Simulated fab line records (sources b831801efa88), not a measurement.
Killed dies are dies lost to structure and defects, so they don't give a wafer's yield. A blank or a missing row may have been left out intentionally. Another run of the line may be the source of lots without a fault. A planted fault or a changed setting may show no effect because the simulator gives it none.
fab line records + flow sky130
record:
- lots: 5
- wafers: 15
- last-day: 50
route steps=708 shown FIELD_ISO@3 PAD_OPEN@708
lots with no fault: from the same line, run without faults
start-h: start of the lot's first displayed wafer, in hours after the record's first day + wait-h: how many hours have passed since the lot's step before this one + " as in the row above + L1.1+2: several wafers, shown together as one row + - no value present, or no start provided + * or withheld: withheld + < > ~ a bound
route shown NAME@n: NAME is a module with steps in the file, n the number in the route of the first one + usual: the fault-free wafers' mean and standard deviation + same: alike in all rows + chamber/n: place in a boat + sites: readings site by site + _std_site: the standard deviation of these + _edge_site: the outer-site mean with the inner-site mean subtracted + radius-mm: for every site, how far away it sits from the centre of the wafer + mask NAME#n: copy n + behind: tool/chamber where the wafer was last shaped + hold: reason for holding the lot/hours on hold/outcome of the hold + device: the n, p or np transistor that did not switch + end of line: the route-end tests of the same wafers + a step given without rows: its recipe and nothing more + killed: at the first sort, the dies lost to defects and structure; wafer yield is something else + map: a wafer's dies, marking killed ones x, the rest . and places with no die _
set.NAME: setting as actually run; set.NAME@STEP: the setting as run at that earlier step + model.NAME: the simulator's own value behind a step, which no gauge read
lots at selected steps of the route; one table per step, one row per wafer
services: from which hour (start-h, from the record's first day; less than 0 if before it) a tool's chamber was out of use, for how many hours, and why
== steps ==
step: SKY_FIELD_ISO_THK_MEAS_02
recipe:
- reads: SiO2_of_FIELD_ISO_OXIDATION_01
usual:
- FIELD_ISO_OXIDATION_00_THK: 12.13/0.23
| lot.wafer | tool          | chamber | start-h | wait-h | FIELD_ISO_OXIDATION_00_THK[nm] |
|-----------|---------------|---------|---------|--------|--------------------------------|
| L416.2    | film-metro-03 | -       | 12.14   | 0.0    | 12.41                          |
| L416.4    | "             | -       | "       | "      | 12.27                          |
| L416.6    | "             | -       | "       | "      | 12.24                          |
| L423.1    | film-metro-03 | -       | 49.87   | 0.0    | 12.35                          |
| L423.4    | "             | -       | "       | "      | 12.15                          |
| L423.6    | "             | -       | "       | "      | 12.48                          |
| L432.2    | film-metro-04 | -       | 91.64   | 0.0    | 12.13                          |
| L432.3    | "             | -       | "       | "      | 11.94                          |
| L432.4    | "             | -       | "       | "      | 11.98                          |
| L437.1    | film-metro-04 | -       | 117.28  | 0.0    | 11.84                          |
| L437.4    | "             | -       | "       | "      | 11.80                          |
| L437.6    | "             | -       | "       | "      | 11.85                          |
| L438.2    | film-metro-01 | -       | 121.64  | 0.0    | 12.41                          |
| L438.4    | "             | -       | "       | "      | 12.38                          |
| L438.6    | "             | -       | "       | "      | 12.35                          |
step: SKY_FIELD_ISO_CVD_03
recipe:
- material: Si3N4
- precursor: DCS/NH3
- target-thk-nm: 165
- temp-c: 765.2
- time-s: 2830
- pressure-mtorr: 250
step: SKY_FIELD_ISO_THK_MEAS_04
recipe:
- reads: Si3N4_of_FIELD_ISO_CVD_03
usual:
- FIELD_ISO_CVD_03_THK: 150.2/1.6
| lot.wafer | tool          | chamber | start-h | wait-h | FIELD_ISO_CVD_03_THK[nm] |
|-----------|---------------|---------|---------|--------|--------------------------|
| L416.2    | film-metro-04 | -       | 13.98   | 0.0    | 149.1                    |
| L416.4    | "             | -       | "       | "      | 150.7                    |
| L416.6    | "             | -       | "       | "      | 149.0                    |
| L423.1    | film-metro-01 | -       | 51.71   | 0.0    | 148.6                    |
| L423.4    | "             | -       | "       | "      | 149.5                    |
| L423.6    | "             | -       | "       | "      | 150.1                    |
| L432.2    | film-metro-01 | -       | 94.60   | 0.0    | 150.3                    |
| L432.3    | "             | -       | "       | "      | 150.0                    |
| L432.4    | "             | -       | "       | "      | 150.5                    |
| L437.1    | film-metro-04 | -       | 119.12  | 0.0    | 150.8                    |
| L437.4    | "             | -       | "       | "      | 149.6                    |
| L437.6    | "             | -       | "       | "      | 151.6                    |
| L438.2    | film-metro-03 | -       | 123.49  | 0.0    | 149.3                    |
| L438.4    | "             | -       | "       | "      | 150.1                    |
| L438.6    | "             | -       | "       | "      | 150.1                    |
step: SKY_FIELD_ISO_DEHYDRATE_05
recipe:
- temp-c: 200
- time-s: 60
step: SKY_FIELD_ISO_HMDS_06
recipe:
- prime-time-s: 60
- prime-temp-c: 120
step: SKY_FIELD_ISO_COAT_07
recipe:
- resist: BARC
- temp-c: withheld
- time-s: withheld
- spin-rpm: 3000
- resist-thk-nm: 60
step: SKY_FIELD_ISO_COAT_08
recipe:
- resist: KrF-thick
- spin-rpm: 3000
- resist-thk-nm: 450
step: SKY_FIELD_ISO_SOFTBAKE_09
recipe:
- temp-c: 100
- time-s: 90
- resist: KrF-thick
step: SKY_FIELD_ISO_EXPOSE_10
recipe:
- mask-id: FOM
- na: 0.68
- source-shape: annular
- sigma-inner: 0.4
- sigma-outer: 0.8
- target-cd-nm: 150
- dose-mj: 28
step: SKY_FIELD_ISO_PEB_11
recipe:
- peb-temp-c: withheld
- peb-time-s: withheld
- resist: KrF-thick
step: SKY_FIELD_ISO_DEVELOP_12
recipe:
- develop-time-s: 60
- resist: KrF-thick
- dev-temp-c: 21
step: SKY_FIELD_ISO_CD_MEAS_13
recipe:
- target-cd-nm: 150
usual:
- cd-nm: 150.1/1.9
| lot.wafer | tool      | chamber | start-h | wait-h | cd-nm |
|-----------|-----------|---------|---------|--------|-------|
| L416.2    | cd-sem-01 | -       | 28.65   | -      | 146.9 |
| L416.4    | "         | -       | "       | "      | 147.4 |
| L416.6    | "         | -       | "       | "      | 147.7 |
| L423.1    | cd-sem-02 | -       | 67.22   | -      | 151.4 |
| L423.4    | "         | -       | "       | "      | 151.2 |
| L423.6    | "         | -       | "       | "      | 151.5 |
| L432.2    | cd-sem-01 | -       | 111.49  | -      | 148.5 |
| L432.3    | "         | -       | "       | "      | 148.4 |
| L432.4    | "         | -       | "       | "      | 148.2 |
| L437.1    | cd-sem-01 | -       | 138.27  | -      | 148.0 |
| L437.4    | "         | -       | "       | "      | 146.8 |
| L437.6    | "         | -       | "       | "      | 147.3 |
| L438.2    | cd-sem-01 | -       | 142.35  | -      | 148.4 |
| L438.4    | "         | -       | "       | "      | 149.5 |
| L438.6    | "         | -       | "       | "      | 151.0 |
step: SKY_FIELD_ISO_ETCH_14
recipe:
- chemistry: N2/H2
- target: BARC
- ion-energy-ev: 200
- source-w: 500
- bias-w: 100
- pressure-mtorr: 30
- n2-flow-sccm: 100
- h2-flow-sccm: 200
- stop-on: SiO2
- time-s: 45.9
- target-depth-a: 600
usual:
- bias-w: 100.0/0.31
- drypump-motor-current-A: 5.9/0.4
- h2-flow-sccm: 200.1/0.55
- oes-product-au: 0.856/0.0044
- throttle-valve-pct: 13.224/0.0084
| lot.wafer | tool        | chamber | start-h | wait-h | bias-w | drypump-motor-current-A | h2-flow-sccm | oes-product-au | rf-hours-counter-h | throttle-valve-pct |
|-----------|-------------|---------|---------|--------|--------|-------------------------|--------------|----------------|--------------------|--------------------|
| L416.2    | rie-diel-03 | 1       | 28.75   | 0.1    | 99.8   | 5.6                     | 200.1        | 0.852          | 127                | 13.234             |
| L416.4    | "           | 1       | "       | "      | 100.3  | 5.5                     | 200.7        | 0.855          | -                  | 13.231             |
| L416.6    | "           | 0       | "       | "      | 100.0  | 6.3                     | 200.3        | 0.854          | -                  | 13.221             |
| L423.1    | rie-diel-03 | 3       | 67.34   | 0.1    | 100.1  | 6.1                     | 200.4        | 0.862          | 94                 | 13.240             |
| L423.4    | "           | 1       | "       | "      | 100.0  | 5.6                     | 200.4        | 0.850          | 127                | 13.217             |
| L423.6    | "           | 1       | "       | "      | 99.6   | 5.6                     | 200.4        | 0.858          | -                  | 13.221             |
| L432.2    | rie-diel-03 | 3       | 111.59  | 0.1    | 100.0  | 6.0                     | 200.2        | 0.858          | 95                 | 13.241             |
| L432.3    | "           | 2       | "       | "      | 100.7  | 6.3                     | 199.8        | 0.851          | 134                | 13.225             |
| L432.4    | "           | 0       | "       | "      | 88.1   | 6.3                     | 200.5        | 0.861          | 10                 | 13.227             |
| L437.1    | rie-diel-04 | 0       | 138.39  | 0.1    | 100.1  | 5.6                     | 199.0        | 0.850          | 138                | 13.213             |
| L437.4    | "           | 1       | "       | "      | 100.2  | 5.7                     | 200.5        | 0.850          | -                  | 13.236             |
| L437.6    | "           | 0       | "       | "      | 99.3   | 5.6                     | 200.7        | 0.849          | -                  | 13.211             |
| L438.2    | rie-diel-04 | 0       | 142.45  | 0.1    | 99.6   | 5.6                     | 201.3        | 0.862          | 138                | 13.229             |
| L438.4    | "           | 3       | "       | "      | 99.9   | 6.5                     | 200.1        | 0.850          | -                  | 13.224             |
| L438.6    | "           | 1       | "       | "      | 100.0  | 5.7                     | 199.9        | 0.855          | -                  | 13.216             |
step: SKY_FIELD_ISO_ETCH_15
recipe:
- chemistry: CHF3/O2
- target-depth-nm: 180
- stop-on: Si
- source-w: 600
- bias-w: 200
- pressure-mtorr: 40
- chf3-flow-sccm: 50
- O2_flow_sccm: 5
- time-s: 72
usual:
- bias-w: 200.1/0.67
- drypump-motor-current-A: 5.9/0.41
- oes-product-au: 0.895/0.0074
- throttle-valve-pct: 8.828/0.009
| lot.wafer | tool        | chamber | start-h | wait-h | bias-w | drypump-motor-current-A | oes-product-au | rf-hours-counter-h | throttle-valve-pct |
|-----------|-------------|---------|---------|--------|--------|-------------------------|----------------|--------------------|--------------------|
| L416.2    | rie-diel-03 | 1       | 28.79   | 0.0    | 200.3  | 5.5                     | 0.892          | 127                | 8.825              |
| L416.4    | "           | 1       | "       | "      | 200.5  | 5.6                     | 0.894          | -                  | 8.827              |
| L416.6    | "           | 0       | "       | "      | 199.7  | 6.3                     | 0.879          | -                  | 8.841              |
| L423.1    | rie-diel-03 | 3       | 67.38   | 0.0    | 199.4  | 6.1                     | 0.891          | 94                 | 8.827              |
| L423.4    | "           | 1       | "       | "      | 200.4  | 5.5                     | 0.902          | 127                | 8.831              |
| L423.6    | "           | 1       | "       | "      | 200.4  | 5.5                     | 0.899          | -                  | 8.835              |
| L432.2    | rie-diel-03 | 3       | 111.63  | 0.0    | 199.7  | 6.1                     | 0.892          | 95                 | 8.832              |
| L432.3    | "           | 2       | "       | "      | 199.6  | 6.3                     | 0.889          | 134                | 8.818              |
| L432.4    | "           | 0       | "       | "      | 200.0  | 6.3                     | 0.893          | 10                 | 8.837              |
| L437.1    | rie-diel-04 | 0       | 138.43  | 0.0    | 199.9  | 5.6                     | 0.901          | 138                | 8.833              |
| L437.4    | "           | 1       | "       | "      | 201.0  | 5.7                     | 0.895          | -                  | 8.829              |
| L437.6    | "           | 0       | "       | "      | 199.4  | 5.6                     | 0.902          | -                  | 8.828              |
| L438.2    | rie-diel-04 | 0       | 142.49  | 0.0    | 200.0  | 5.6                     | 0.890          | 138                | 8.822              |
| L438.4    | "           | 3       | "       | "      | 201.1  | 6.5                     | 0.904          | -                  | 8.827              |
| L438.6    | "           | 1       | "       | "      | 199.3  | 5.6                     | 0.896          | -                  | 8.824              |
step: SKY_PAD_OPEN_PROBE_99
usual:
- killed_at_M0_to_M3: 43/7.2
- killed_at_M4_up: 3.3/2
- killed-at-contacts: 25/5.8
- killed-at-front-end: 15/4.5
- killed-at-other: 0.3/0.62
- killed-dies: 86/9.4
- killed-open: 47/7.1
- killed-short: 39/6
same:
- gross-dies: 492
- killed-at-back-side: 0
| lot.wafer | tool      | chamber | start-h | wait-h | killed_at_M0_to_M3 | killed_at_M4_up | killed-at-contacts | killed-at-front-end | killed-at-other | killed-dies | killed-open | killed-short |
|-----------|-----------|---------|---------|--------|--------------------|-----------------|--------------------|---------------------|-----------------|-------------|-------------|--------------|
| L416.2    | prober-01 | -       | 1081.04 | 0.1    | 42                 | 1               | 28                 | 15                  | 0               | 86          | 50          | 36           |
| L416.4    | prober-01 | -       | 1081.14 | 0.2    | 47                 | 3               | 33                 | 15                  | 0               | 98          | 57          | 41           |
| L416.6    | prober-01 | -       | 1081.24 | 0.2    | 49                 | 3               | 17                 | 18                  | 0               | 87          | 44          | 43           |
killed by level:class
L416.2 VIA1:geometric-particle:open=11 CONTACT:geometric-particle:open=9 LI_CONTACT:geometric-particle:open=7 VIA2:geometric-particle:open=7 VIA3:geometric-particle:open=6 LOCAL_INTERCONNECT:geometric-particle:short=5 CONTACT:geometric-particle:short=5 METAL3:geometric-particle:short=4
L416.4 VIA1:geometric-particle:open=11 VIA3:geometric-particle:open=11 LI_CONTACT:geometric-particle:open=10 FIELD_ISO:geometric-particle:short=6 LOCAL_INTERCONNECT:geometric-particle:short=6 CONTACT:geometric-particle:open=6 METAL1:geometric-particle:short=5 VIA2:geometric-particle:open=5
L416.6 VIA1:geometric-particle:open=12 VIA3:geometric-particle:open=7 METAL1:geometric-particle:short=6 FIELD_ISO:geometric-particle:short=5 LI_CONTACT:geometric-particle:open=5 METAL3:geometric-particle:short=5 FIELD_ISO:geometric-particle:open=4 POLY_GATE:geometric-particle:short=4
== services ==
| tool        | chamber | start-h | hours | kind   |
|-------------|---------|---------|-------|--------|
| rie-diel-03 | 3       | 5.87    | 23.0  | repair |
| rie-diel-03 | 2       | 9.80    | 2.2   | repair |
| rie-diel-03 | 2       | 70.20   | 8.5   | repair |
| rie-diel-03 | -       | 90.89   | 0.5   | repair |
| rie-diel-03 | -       | 102.27  | 0.2   | repair |
| rie-diel-03 | -       | 126.03  | 2.8   | pm     |
| rie-diel-04 | 2       | 137.06  | 7.4   | repair |
== key ==
first-sign:
- step: SKY_FIELD_ISO_ETCH_14
- reading: bias-w
- direction: down
- sigmas: 39
- usual: 100.0
- struck: 88.1
effect none on later readings
met-at SKY_FIELD_ISO_ETCH_14
struck-wafers L432.4
tester-left-out L432
onset-between 28.75 111.59
fault:
- kind: process-parameter-drift
- tool: rie-diel-03
- chamber: 0
- onset-h: 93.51
- steps: SKY_FIELD_ISO_ETCH_14
- channel: bias-w
- offset: -12.034
- shape: step
- end-h: 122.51
- acts-in: these-recipes-only
- stated: 100
tester-left-out: of these lots the tester's yield and bins aren't shown, on N5 and GAA mostly nor the transistor test; their killed dies are dies lost to structure and defects alone, not to doping, threshold or leakage, so they don't give the yield
